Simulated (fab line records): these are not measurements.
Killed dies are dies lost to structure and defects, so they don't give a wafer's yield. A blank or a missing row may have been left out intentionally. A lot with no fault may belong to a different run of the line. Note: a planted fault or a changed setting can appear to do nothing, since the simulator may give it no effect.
fab line records	flow sky130
record lots=7	wafers=21	last-day=50
route steps=708 shown VIA2@519 PAD_OPEN@708
lots that met no fault: taken from a fault-free run of the same line
start-h: hours from the record's opening day to when the first of the lot's shown wafers began	wait-h: hours from the lot's prior step to this one	" repeats the value in the row above	L1.1+2: a row that stands for several wafers	- no value, or no start was given	* or withheld: withheld	< > ~ a bound
route shown NAME@n: NAME is a module with steps in the file, n the number in the route of the first one	usual: mean and standard deviation over wafers with no fault	same: alike in all rows	chamber/n: place in a boat	sites: per-site readings	_std_site: the standard deviation of these	_edge_site: the outer-site mean with the inner-site mean subtracted	radius-mm: for every site, how far away it sits from the centre of the wafer	mask NAME#n: copy n	behind: the tool/chamber that last shaped the wafer	hold: cause of the lot's hold/its duration in hours/its outcome	device: the n, p or np transistor that did not switch	end of line: the tests these same wafers got at the end of their route	for a step that has no rows: nothing shown but its recipe	killed: the dies lost at the first sort to structure and to defects; this is not the yield of the wafer	map: a wafer's dies, x killed, . not, _ none there
set.NAME: setting as actually run; set.NAME@STEP: the setting as run at that earlier step	model.NAME: the simulator's own value behind a step, which no gauge read
a table for each step, a row for each wafer; lots at some steps of the route
services: the hour from which a tool's chamber was out of use, counted from the record's first day as start-h (under 0 if before that day), plus the number of hours and why
## steps
# step SKY_VIA2_CD_MEAS_12
# recipe target-cd-nm=200
# usual cd-nm=200.2/1.5
lot.wafer	tool	chamber	start-h	wait-h	cd-nm
L968.2	cd-sem-01	-	844.35	-	199.7
L968.3	"	-	"	"	199.6
L968.5	"	-	"	"	200.4
L971.1	cd-sem-01	-	867.81	-	201.4
L971.3	"	-	"	"	200.9
L971.5	"	-	"	"	200.0
L985.2	cd-sem-02	-	969.93	-	204.2
L985.4	"	-	"	"	203.3
L985.6	"	-	"	"	204.2
L986.1	cd-sem-01	-	978.03	-	199.8
L986.2	"	-	"	"	199.5
L986.3	"	-	"	"	197.7
L988.3	cd-sem-01	-	991.22	-	200.3
L988.4	"	-	"	"	199.3
L988.5	"	-	"	"	199.5
L987.1	cd-sem-02	-	992.10	-	198.2
L987.2	"	-	"	"	197.6
L987.4	"	-	"	"	198.7
L990.3	cd-sem-01	-	1009.82	-	197.6
L990.4	"	-	"	"	199.3
L990.6	"	-	"	"	197.6
# step SKY_VIA2_OVL_MEAS_13
# usual VIA2_OVL=-3/4.9
lot.wafer	tool	chamber	start-h	wait-h	VIA2_OVL[nm]
L968.2	overlay-02	-	844.45	0.1	-3
L968.3	"	-	"	"	4
L968.5	"	-	"	"	3
L971.1	overlay-02	-	867.93	0.1	-12
L971.3	"	-	"	"	-9
L971.5	"	-	"	"	-5
L985.2	overlay-02	-	970.03	0.1	2
L985.4	"	-	"	"	0
L985.6	"	-	"	"	5
L986.1	overlay-01	-	978.15	0.1	-1
L986.2	"	-	"	"	-1
L986.3	"	-	"	"	0
L988.3	overlay-02	-	991.31	0.1	-5
L988.4	"	-	"	"	-6
L988.5	"	-	"	"	-7
L987.1	overlay-01	-	992.22	0.1	2
L987.2	"	-	"	"	-2
L987.4	"	-	"	"	-11
L990.3	overlay-01	-	1009.91	0.1	-6
L990.4	"	-	"	"	-4
L990.6	"	-	"	"	-3
# step SKY_VIA2_ETCH_14
# recipe chemistry=N2/H2	target=BARC	ion-energy-ev=200	source-w=500	bias-w=100	pressure-mtorr=30	n2-flow-sccm=100	h2-flow-sccm=200	stop-on=SiO2	time-s=45.9	target-depth-a=600
# usual bias-w=100.0/0.33	chamber-pressure-mTorr=30.001/0.025	drypump-motor-current-A=5.6/0.42	oes-product-au=0.855/0.0045	throttle-valve-pct=13.225/0.0088
lot.wafer	tool	chamber	start-h	wait-h	bias-w	chamber-pressure-mTorr	drypump-motor-current-A	oes-product-au	rf-hours-counter-h	throttle-valve-pct
L968.2	rie-diel-04	3	844.48	0.0	99.8	30.046	5.2	0.852	6	13.228
L968.3	"	1	"	"	99.9	29.968	5.1	0.858	16	13.224
L968.5	"	0	"	"	100.7	29.994	5.6	0.856	-	13.233
L971.1	rie-diel-01	2	867.96	0.0	100.0	30.041	5.6	0.856	17	13.240
L971.3	"	1	"	"	99.6	30.000	4.9	0.860	18	13.228
L971.5	"	3	"	"	99.5	29.968	5.5	0.858	-	13.227
L985.2	rie-diel-01	0	970.06	0.0	99.3	29.994	5.6	0.854	16	13.228
L985.4	"	1	"	"	99.5	30.000	4.9	0.857	21	13.214
L985.6	"	1	"	"	100.0	29.994	4.9	0.850	-	13.244
L986.1	rie-diel-02	0	978.18	0.0	99.6	29.988	5.7	0.854	8	13.214
L986.2	"	1	"	"	100.5	29.988	6.5	0.851	15	13.220
L986.3	"	3	"	"	100.0	30.027	6.1	0.857	20	13.220
L988.3	rie-diel-02	1	991.33	0.0	100.3	29.956	6.4	0.853	15	13.227
L988.4	"	0	"	"	100.2	30.002	5.7	0.857	9	13.229
L988.5	"	3	"	"	100.6	30.008	6.1	0.850	-	13.222
L987.1	rie-diel-04	3	992.26	0.0	99.9	30.028	5.2	0.857	11	13.212
L987.2	"	2	"	"	100.2	29.993	6.1	0.853	6	13.211
L987.4	"	0	"	"	99.7	30.058	5.6	0.857	13	13.224
L990.3	rie-diel-04	0	1009.93	0.0	100.3	30.053	5.6	0.851	13	13.226
L990.4	"	2	"	"	99.9	30.028	6.1	0.854	7	13.212
L990.6	"	3	"	"	99.7	29.998	5.2	0.855	-	13.229
# step SKY_VIA2_ETCH_15
# recipe target=SiO2	chemistry=C4F8/O2/Ar	target-depth-nm=546	stop-on=TiN	mask-material=KrF-thick	source-w=1500	bias-w=1200	pressure-mtorr=40	c4f8-flow-sccm=withheld	O2_flow_sccm=6	Ar_flow_sccm=300	time-s=84
# usual bias-w=1200/3.2	chamber-pressure-mTorr=40.00/0.039	oes-product-au=0.940/0.0054
lot.wafer	tool	chamber	start-h	wait-h	bias-w	chamber-pressure-mTorr	oes-product-au
L968.2	rie-diel-04	3	844.52	0.0	1202	40.01	0.928
L968.3	"	1	"	"	1196	39.94	0.940
L968.5	"	0	"	"	1201	39.96	0.949
L971.1	rie-diel-01	2	868.00	0.0	1206	39.96	0.938
L971.3	"	1	"	"	1205	40.04	0.936
L971.5	"	3	"	"	1198	39.94	0.949
L985.2	rie-diel-01	0	970.11	0.0	1202	39.98	0.949
L985.4	"	1	"	"	1196	39.98	0.941
L985.6	"	1	"	"	1199	39.95	0.948
L986.1	rie-diel-02	0	978.23	0.0	1198	40.01	0.941
L986.2	"	1	"	"	1193	40.02	0.939
L986.3	"	3	"	"	1202	40.07	0.938
L988.3	rie-diel-02	1	991.38	0.0	1203	40.02	0.943
L988.4	"	0	"	"	1200	39.98	0.939
L988.5	"	3	"	"	1193	40.02	0.946
L987.1	rie-diel-04	3	992.30	0.0	1200	39.90	0.942
L987.2	"	2	"	"	1201	39.94	0.939
L987.4	"	0	"	"	1204	40.00	0.937
L990.3	rie-diel-04	0	1009.98	0.0	1195	40.03	0.940
L990.4	"	2	"	"	1201	40.02	0.944
L990.6	"	3	"	"	1205	39.98	0.934
# step SKY_VIA2_STRIP_16
# recipe chemistry=O2/N2	power-w=1400	pressure-mtorr=1500	platen-temp-c=withheld	o2-flow-sccm=3000	n2-flow-sccm=300	overash-fraction=0.5
# usual chamber-pressure-mTorr=1499.8/1.5	drypump-motor-current-A=6.0/0.33	oes-product-au=0.399/0.0046	strip-time-to-endpoint-s=4.048/0.03
lot.wafer	tool	chamber	start-h	wait-h	chamber-pressure-mTorr	drypump-motor-current-A	oes-product-au	rf-hours-counter-h	strip-time-to-endpoint-s
L968.2	plasma-asher-04	1	844.59	0.0	1497.9	5.6	0.403	11	4.097
L968.3	"	1	"	"	1499.4	5.6	0.395	-	4.063
L968.5	"	1	"	"	1498.1	5.6	0.397	-	4.038
L971.1	plasma-asher-01	0	868.07	0.0	1502.0	6.2	0.400	107	4.002
L971.3	"	1	"	"	1498.8	6.3	0.392	-	4.007
L971.5	"	1	"	"	1499.1	6.3	0.390	-	4.061
L985.2	plasma-asher-04	1	970.17	0.0	1499.9	5.6	0.395	23	4.027
L985.4	"	1	"	"	1501.5	5.6	0.397	-	4.029
L985.6	"	1	"	"	1498.9	5.6	0.397	-	4.028
L986.1	plasma-asher-03	1	978.29	0.0	1499.0	5.7	0.405	82	4.008
L986.2	"	0	"	"	1500.3	6.0	0.403	82	4.014
L986.3	"	0	"	"	1500.8	6.0	0.401	-	4.014
L988.3	plasma-asher-04	1	991.47	0.1	1500.2	5.6	0.397	-	4.004
L988.4	"	0	"	"	1498.7	5.4	0.397	-	4.043
L988.5	"	1	"	"	1498.9	5.6	0.399	-	4.012
L987.1	plasma-asher-01	1	992.36	0.0	1499.7	6.3	0.397	119	4.059
L987.2	"	0	"	"	1497.5	6.2	0.403	119	4.052
L987.4	"	0	"	"	1500.1	6.2	0.404	-	4.016
L990.3	plasma-asher-01	0	1010.07	0.1	1498.9	6.2	0.399	-	3.992
L990.4	"	1	"	"	1498.9	6.3	0.393	-	4.044
L990.6	"	0	"	"	1500.5	6.2	0.403	-	4.071
# step SKY_VIA2_STRIP_17
# recipe chemistry=post-etch-residue-remover	time-s=1200	temp-c=72.5
# step SKY_VIA2_CLEAN_18
# recipe chemistry=IPA	time-s=180	temp-c=25
# step SKY_VIA2_CLEAN_19
# recipe chemistry=O3/DIW	dry=n2-spin
# step SKY_VIA2_SPUTTER_20
# recipe material=TiN	target-thk-nm=20	chamber-pressure-pa=5	power-w=4000	time-s=80
# usual throttle-valve-pct=29.9/0.74
lot.wafer	tool	chamber	start-h	wait-h	throttle-valve-pct
L968.2	pvd-sputter-04	-	845.22	0.0	30.0
L968.3	"	-	"	"	29.1
L968.5	"	-	"	"	31.1
L971.1	pvd-sputter-04	-	868.66	0.0	29.4
L971.3	"	-	"	"	31.1
L971.5	"	-	"	"	29.5
L985.2	pvd-sputter-02	-	970.76	0.0	30.8
L985.4	"	-	"	"	29.2
L985.6	"	-	"	"	29.3
L986.1	pvd-sputter-01	-	978.88	0.0	30.2
L986.2	"	-	"	"	27.8
L986.3	"	-	"	"	29.7
L988.3	pvd-sputter-04	-	992.03	0.0	30.2
L988.4	"	-	"	"	30.1
L988.5	"	-	"	"	30.2
L987.1	pvd-sputter-04	-	992.96	0.0	29.5
L987.2	"	-	"	"	30.5
L987.4	"	-	"	"	30.8
L990.3	pvd-sputter-01	-	1010.64	0.0	27.8
L990.4	"	-	"	"	30.2
L990.6	"	-	"	"	29.7
# step SKY_VIA2_CVD_21
# recipe material=W	target-thk-nm=420	time-s=126.4	temp-c=400	pressure-torr=40
# usual heater-power-outer-w=553/60	heater-power-w=912/96
lot.wafer	tool	chamber	start-h	wait-h	heater-power-outer-w	heater-power-w
L968.2	cvd-w-02	1	845.28	0.0	518	861
L968.3	"	0	"	"	636	1036
L968.5	"	1	"	"	502	887
L971.1	cvd-w-02	1	868.73	0.0	515	863
L971.3	"	0	"	"	626	1020
L971.5	"	0	"	"	628	1049
L985.2	cvd-w-02	1	970.82	0.0	531	900
L985.4	"	1	"	"	530	874
L985.6	"	1	"	"	532	872
L986.1	cvd-w-01	1	978.94	0.0	545	848
L986.2	"	0	"	"	476	793
L986.3	"	0	"	"	474	808
L988.3	cvd-w-01	0	992.14	0.1	487	792
L988.4	"	1	"	"	551	867
L988.5	"	0	"	"	477	782
L987.1	cvd-w-01	0	993.02	0.0	491	785
L987.2	"	1	"	"	546	840
L987.4	"	1	"	"	545	851
L990.3	cvd-w-02	0	1010.75	0.1	640	1043
L990.4	"	1	"	"	504	878
L990.6	"	0	"	"	641	1040
# step SKY_VIA2_RS_MEAS_22
# recipe thk-meas-gauge=four-point-probe	reads=W_of_VIA2_CVD_21+TiN_of_VIA2_SPUTTER_20
# usual VIA2_W_RS=0.273/0.0053
lot.wafer	tool	chamber	start-h	wait-h	VIA2_W_RS[ohm/sq]
L968.2	film-metro-03	-	845.43	0.1	0.278
L968.3	"	-	"	"	0.266
L968.5	"	-	"	"	0.276
L971.1	film-metro-01	-	868.86	0.1	0.280
L971.3	"	-	"	"	0.268
L971.5	"	-	"	"	0.266
L985.2	film-metro-03	-	970.97	0.1	0.278
L985.4	"	-	"	"	0.277
L985.6	"	-	"	"	0.280
L986.1	film-metro-01	-	979.07	0.1	0.272
L986.2	"	-	"	"	0.278
L986.3	"	-	"	"	0.280
L988.3	film-metro-03	-	992.30	0.1	0.272
L988.4	"	-	"	"	0.273
L988.5	"	-	"	"	0.276
L987.1	film-metro-01	-	993.15	0.1	0.270
L987.2	"	-	"	"	0.276
L987.4	"	-	"	"	0.270
L990.3	film-metro-01	-	1010.88	0.1	0.269
L990.4	"	-	"	"	0.279
L990.6	"	-	"	"	0.267
# step SKY_VIA2_THK_MEAS_23
# recipe thk-meas-gauge=xrf	reads=W_of_VIA2_CVD_21
# usual VIA2_W_THK=422/9.6
lot.wafer	tool	chamber	start-h	wait-h	VIA2_W_THK[nm]
L968.2	film-metro-03	-	845.54	0.1	424
L968.3	"	-	"	"	442
L968.5	"	-	"	"	424
L971.1	film-metro-01	-	868.98	0.1	409
L971.3	"	-	"	"	429
L971.5	"	-	"	"	433
L985.2	film-metro-03	-	971.08	0.1	420
L985.4	"	-	"	"	423
L985.6	"	-	"	"	419
L986.1	film-metro-01	-	979.19	0.1	420
L986.2	"	-	"	"	412
L986.3	"	-	"	"	408
L988.3	film-metro-03	-	992.40	0.1	432
L988.4	"	-	"	"	427
L988.5	"	-	"	"	427
L987.1	film-metro-01	-	993.27	0.1	425
L987.2	"	-	"	"	417
L987.4	"	-	"	"	425
L990.3	film-metro-01	-	1010.98	0.1	425
L990.4	"	-	"	"	413
L990.6	"	-	"	"	431
# step SKY_VIA2_CMP_24
# recipe stop-on=SiO2	t-overpolish-s=20	down-force-psi=3.5	platen-rpm=60	target-thk-nm=0	pad-velocity-m-s=0.94248
# usual motor-current-A=11.1/1.4	overpolish-run-s=20.000/0.0083	time-to-endpoint-s=104/5.2
lot.wafer	tool	chamber	start-h	wait-h	motor-current-A	overpolish-run-s	time-to-endpoint-s
L968.2	cmp-02	2	845.59	0.0	12.0	19.999	110
L968.3	"	0	"	"	11.5	19.997	112
L968.5	"	2	"	"	12.7	19.999	106
L971.3	cmp-01	3	869.14	0.1	10.2	20.000	104
L971.1	"	0	"	"	12.4	20.002	98
L971.5	"	2	"	"	11.5	20.014	105
L985.4	cmp-01	0	971.13	0.0	12.9	0.039	156
L985.2	"	3	"	"	10.8	0.042	155
L985.6	"	0	"	"	13.0	0.037	154
L986.2	cmp-01	1	979.30	0.1	11.9	0.050	155
L986.3	"	2	"	"	11.8	0.030	154
L986.1	"	3	"	"	10.4	0.038	158
L988.4	cmp-02	1	992.44	0.0	10.4	20.008	107
L988.3	"	3	"	"	8.9	20.011	102
L988.5	"	2	"	"	12.2	20.005	109
L987.1	cmp-01	0	993.33	0.1	13.5	0.053	159
L987.2	"	2	"	"	11.6	0.045	156
L987.4	"	3	"	"	10.3	0.044	159
L990.4	cmp-02	3	1011.07	0.1	8.3	19.994	104
L990.3	"	0	"	"	11.1	20.006	115
L990.6	"	2	"	"	11.5	19.990	114
# step SKY_PAD_OPEN_PROBE_99
# usual defect-limited-yield=82.9/2	killed_at_M0_to_M3=42/7.4	killed_at_M4_up=3.3/2.1	killed-at-contacts=24/5.3	killed-at-front-end=15/4.5	killed-at-other=0.3/0.57	killed-dies=84/10	killed-on-rim=17/3.8	killed-open=46/7.5	killed-short=38/6.4	sort_bin_3_pad_short=0.9/0.44	sort_bin_5_function=10.2/1.5	sort_bin_6_memory=6.0/1.1	sort-n-pass=408/10	sort-yield-pct=82.9/2
# same gross-dies=492	killed-at-back-side=0	sort_bin_4_leakage[%]=0	sort_bin_8_speed[%]=0
lot.wafer	tool	chamber	start-h	wait-h	defect-limited-yield[%]	killed_at_M0_to_M3	killed_at_M4_up	killed-at-contacts	killed-at-front-end	killed-at-other	killed-dies	killed-on-rim	killed-open	killed-short	sort_bin_3_pad_short[%]	sort_bin_5_function[%]	sort_bin_6_memory[%]	sort-n-pass	sort-yield-pct[%]
L971.1	prober-01	-	1091.25	0.1	79.5	42	4	31	24	0	101	24	55	46	1.2	11.8	7.5	391	79.5
L971.3	prober-01	-	1091.35	0.2	85.4	39	0	25	8	0	72	18	41	31	1.0	9.6	4.1	420	85.4
L971.5	prober-01	-	1091.45	0.2	84.3	40	3	21	12	1	77	18	44	33	0.6	8.9	6.1	415	84.3
L985.2	prober-02	-	1170.32	0.1	0	450	2	22	18	0	492	96	43	40	83.1	9.1	7.7	0	0
L985.4	prober-02	-	1170.42	0.2	0	460	1	22	9	0	492	96	40	40	84.6	9.1	6.3	0	0
L985.6	prober-02	-	1170.52	0.2	0	449	3	27	13	0	492	96	55	44	80.7	12.6	6.7	0	0
L986.1	prober-01	-	1174.56	0.1	0	441	2	29	19	1	492	96	45	38	84.1	10.2	5.7	0	0
L986.2	prober-01	-	1174.61	0.1	0	456	3	23	9	1	492	96	44	34	85.0	11.2	3.9	0	0
L986.3	prober-01	-	1174.66	0.2	0	466	2	13	11	0	492	96	33	32	87.2	7.9	4.9	0	0
L988.3	prober-01	-	1183.88	0.2	85.2	41	4	17	11	0	73	15	44	29	0.8	8.5	5.5	419	85.2
L988.4	prober-01	-	1183.93	0.2	82.5	45	2	28	11	0	86	23	53	33	0.6	10.0	6.9	406	82.5
L988.5	prober-01	-	1183.98	0.2	84.6	35	2	28	10	1	76	18	46	30	1.0	9.6	4.9	416	84.6
L987.1	prober-01	-	1185.66	0.1	0	454	9	18	11	0	492	96	43	35	85.2	10.6	4.3	0	0
L987.2	prober-01	-	1185.71	0.1	0	448	4	22	17	1	492	96	45	41	83.1	10.8	6.1	0	0
L987.4	prober-01	-	1185.81	0.2	0	453	1	20	17	1	492	96	37	47	83.7	10.8	5.5	0	0
# killed by level:class
L971.1 CONTACT:geometric-particle:open=11 LI_CONTACT:geometric-particle:open=8 VIA1:geometric-particle:open=8 POLY_GATE:geometric-particle:short=6 VIA2:geometric-particle:short=6 VIA3:geometric-particle:open=6 FIELD_ISO:geometric-particle:open=5 CONTACT:geometric-particle:short=5
L971.3 VIA1:geometric-particle:open=11 VIA3:geometric-particle:open=7 CONTACT:geometric-particle:open=7 LI_CONTACT:geometric-particle:open=6 CONTACT:geometric-particle:short=6 METAL2:geometric-particle:short=5 LOCAL_INTERCONNECT:geometric-particle:short=4 METAL1:geometric-particle:short=4
L971.5 VIA1:geometric-particle:open=10 LI_CONTACT:geometric-particle:open=7 CONTACT:geometric-particle:short=7 CONTACT:geometric-particle:open=7 VIA3:geometric-particle:open=5 VIA1:geometric-particle:short=5 VIA3:geometric-particle:short=4 METAL1:geometric-particle:short=4
L985.2 VIA2:area-cmp=407 CONTACT:geometric-particle:open=9 VIA1:geometric-particle:open=9 METAL1:geometric-particle:short=7 CONTACT:geometric-particle:short=6 VIA2:geometric-particle:open=6 VIA3:geometric-particle:open=6 FIELD_ISO:geometric-particle:open=5
L985.4 VIA2:area-cmp=412 METAL1:geometric-particle:short=9 VIA1:geometric-particle:open=9 METAL2:geometric-particle:short=9 LI_CONTACT:geometric-particle:open=8 CONTACT:geometric-particle:open=6 VIA2:geometric-particle:open=5 VIA3:geometric-particle:open=5
L985.6 VIA2:area-cmp=392 CONTACT:geometric-particle:open=11 VIA1:geometric-particle:open=10 VIA3:geometric-particle:open=10 LI_CONTACT:geometric-particle:open=8 VIA1:geometric-particle:short=6 METAL2:geometric-particle:short=6 VIA2:geometric-particle:open=5
L986.1 VIA2:area-cmp=409 CONTACT:geometric-particle:open=15 VIA1:geometric-particle:open=12 FIELD_ISO:geometric-particle:open=6 FIELD_ISO:geometric-particle:short=6 LI_CONTACT:geometric-particle:short=5 CONTACT:geometric-particle:short=5 POLY_GATE:geometric-particle:short=4
L986.2 VIA2:area-cmp=414 VIA1:geometric-particle:open=11 VIA2:geometric-particle:open=8 CONTACT:geometric-particle:open=7 LI_CONTACT:geometric-particle:open=6 METAL2:geometric-particle:short=5 VIA3:geometric-particle:open=5 CONTACT:geometric-particle:short=4
L986.3 VIA2:area-cmp=427 VIA1:geometric-particle:short=10 VIA1:geometric-particle:open=7 CONTACT:geometric-particle:open=6 FIELD_ISO:geometric-particle:short=5 VIA3:geometric-particle:open=5 VIA2:geometric-particle:open=4 METAL3:geometric-particle:short=3
L988.3 VIA3:geometric-particle:open=9 VIA1:geometric-particle:open=8 FIELD_ISO:geometric-particle:open=6 LI_CONTACT:geometric-particle:open=5 CONTACT:geometric-particle:open=5 METAL1:geometric-particle:short=5 VIA2:geometric-particle:open=5 LI_CONTACT:geometric-particle:short=4
L988.4 CONTACT:geometric-particle:open=11 VIA1:geometric-particle:open=9 LI_CONTACT:geometric-particle:open=7 VIA2:geometric-particle:open=7 VIA3:geometric-particle:open=7 FIELD_ISO:geometric-particle:open=6 VIA1:geometric-particle:short=5 LOCAL_INTERCONNECT:geometric-particle:short=5
L988.5 VIA2:geometric-particle:open=10 CONTACT:geometric-particle:open=9 LI_CONTACT:geometric-particle:open=7 VIA3:geometric-particle:open=7 CONTACT:geometric-particle:short=6 VIA1:geometric-particle:open=5 LOCAL_INTERCONNECT:geometric-particle:short=4 VIA1:geometric-particle:short=3
L987.1 VIA2:area-cmp=414 CONTACT:geometric-particle:open=9 VIA3:geometric-particle:open=6 METAL2:geometric-particle:short=6 METAL4:geometric-particle:short=6 VIA2:geometric-particle:short=5 LI_CONTACT:geometric-particle:open=5 VIA1:geometric-particle:open=5
L987.2 VIA2:area-cmp=405 VIA1:geometric-particle:open=11 VIA2:geometric-particle:open=9 CONTACT:geometric-particle:open=6 METAL1:geometric-particle:short=6 LI_CONTACT:geometric-particle:short=5 FIELD_ISO:geometric-particle:open=4 POLY_GATE:geometric-particle:short=4
L987.4 VIA2:area-cmp=408 VIA1:geometric-particle:open=9 CONTACT:geometric-particle:open=8 METAL1:geometric-particle:short=7 FIELD_ISO:geometric-particle:short=5 LOCAL_INTERCONNECT:geometric-particle:short=5 METAL2:geometric-particle:short=5 VIA2:geometric-particle:short=5
# map L985.2 (x killed, . not)
__________xxxxxxxxxx_________
________xxxxxxxxxxxxxx_______
______xxxxxxxxxxxxxxxxxx_____
_____xxxxxxxxxxxxxxxxxxxx____
____xxxxxxxxxxxxxxxxxxxxxx___
___xxxxxxxxxxxxxxxxxxxxxxxx__
__xxxxxxxxxxxxxxxxxxxxxxxxxx_
_xxxxxxxxxxxxxxxxxxxxxxxxxxxx
_xxxxxxxxxxxxxxxxxxxxxxxxxxxx
_xxxxxxxxxxxxxxxxxxxxxxxxxxxx
_xxxxxxxxxxxxxxxxxxxxxxxxxxxx
_xxxxxxxxxxxxxxxxxxxxxxxxxxxx
_xxxxxxxxxxxxxxxxxxxxxxxxxxxx
_xxxxxxxxxxxxxxxxxxxxxxxxxxxx
_xxxxxxxxxxxxxxxxxxxxxxxxxxxx
__xxxxxxxxxxxxxxxxxxxxxxxxxx_
___xxxxxxxxxxxxxxxxxxxxxxxx__
____xxxxxxxxxxxxxxxxxxxxxx___
_____xxxxxxxxxxxxxxxxxxxx____
______xxxxxxxxxxxxxxxxxx_____
________xxxxxxxxxxxxxx_______
__________xxxxxxxxxx_________
# map L986.1 (x killed, . not)
__________xxxxxxxxxx_________
________xxxxxxxxxxxxxx_______
______xxxxxxxxxxxxxxxxxx_____
_____xxxxxxxxxxxxxxxxxxxx____
____xxxxxxxxxxxxxxxxxxxxxx___
___xxxxxxxxxxxxxxxxxxxxxxxx__
__xxxxxxxxxxxxxxxxxxxxxxxxxx_
_xxxxxxxxxxxxxxxxxxxxxxxxxxxx
_xxxxxxxxxxxxxxxxxxxxxxxxxxxx
_xxxxxxxxxxxxxxxxxxxxxxxxxxxx
_xxxxxxxxxxxxxxxxxxxxxxxxxxxx
_xxxxxxxxxxxxxxxxxxxxxxxxxxxx
_xxxxxxxxxxxxxxxxxxxxxxxxxxxx
_xxxxxxxxxxxxxxxxxxxxxxxxxxxx
_xxxxxxxxxxxxxxxxxxxxxxxxxxxx
__xxxxxxxxxxxxxxxxxxxxxxxxxx_
___xxxxxxxxxxxxxxxxxxxxxxxx__
____xxxxxxxxxxxxxxxxxxxxxx___
_____xxxxxxxxxxxxxxxxxxxx____
______xxxxxxxxxxxxxxxxxx_____
________xxxxxxxxxxxxxx_______
__________xxxxxxxxxx_________
## services
tool	chamber	start-h	hours	kind
rie-diel-02	2	832.73	5.6	repair
rie-diel-02	0	843.86	6.9	repair
rie-diel-02	3	857.60	2.5	repair
pvd-sputter-04	-	858.45	7.5	repair
cmp-01	-	858.53	0.3	repair
cmp-02	-	862.50	1.3	repair
rie-diel-01	3	868.54	1.3	repair
rie-diel-04	2	873.18	4.5	repair
cmp-01	-	884.17	4.1	pm
rie-diel-04	2	885.43	29.3	repair
cmp-01	-	889.37	1.1	repair
rie-diel-04	-	889.46	0.2	repair
cmp-02	-	896.35	2.2	repair
rie-diel-01	-	901.37	0.5	repair
rie-diel-01	0	901.42	11.7	repair
pvd-sputter-04	-	911.62	2.0	repair
cmp-01	-	916.76	4.0	pm
rie-diel-01	0	945.56	3.9	repair
rie-diel-02	-	951.05	2.8	pm
rie-diel-02	1	959.72	6.5	repair
rie-diel-02	3	967.04	4.9	repair
rie-diel-04	-	973.22	15.6	pm
cmp-01	-	992.65	0.4	repair
cvd-w-02	1	1000.94	4.2	repair
## key
first-sign step=SKY_VIA2_CMP_24	reading=overpolish-run-s	direction=down	sigmas=99+	usual=20.000	struck=0.042
effect step=SKY_VIA2_CMP_24	reading=time-to-endpoint-s	direction=up	sigmas=10	usual=*	struck=*
effect step=SKY_PAD_OPEN_PROBE_99	reading=sort_bin_3_pad_short	direction=up	sigmas=99+	usual=0.9	struck=84.1
more-kills-born-at SKY_VIA2_CMP_24@cmp-01=3688
met-at SKY_VIA2_CMP_24
struck-wafers L985.2,L985.4,L985.6,L986.1,L986.2,L986.3,L987.1,L987.2,L987.4
later-rows-left-out L985.2,L985.4,L985.6,L986.1,L986.2,L986.3,L987.1,L987.2,L987.4
onset-between 869.14 971.13
fault kind=process-parameter-drift	tool=cmp-01	chamber=-	onset-h=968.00	steps=SKY_VIA2_CMP_24	channel=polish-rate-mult	offset=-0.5	shape=step	end-h=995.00
# later-rows-left-out: the simulator's readings of these wafers behind a module that went badly wrong aren't trusted and aren't shown, but for the sort
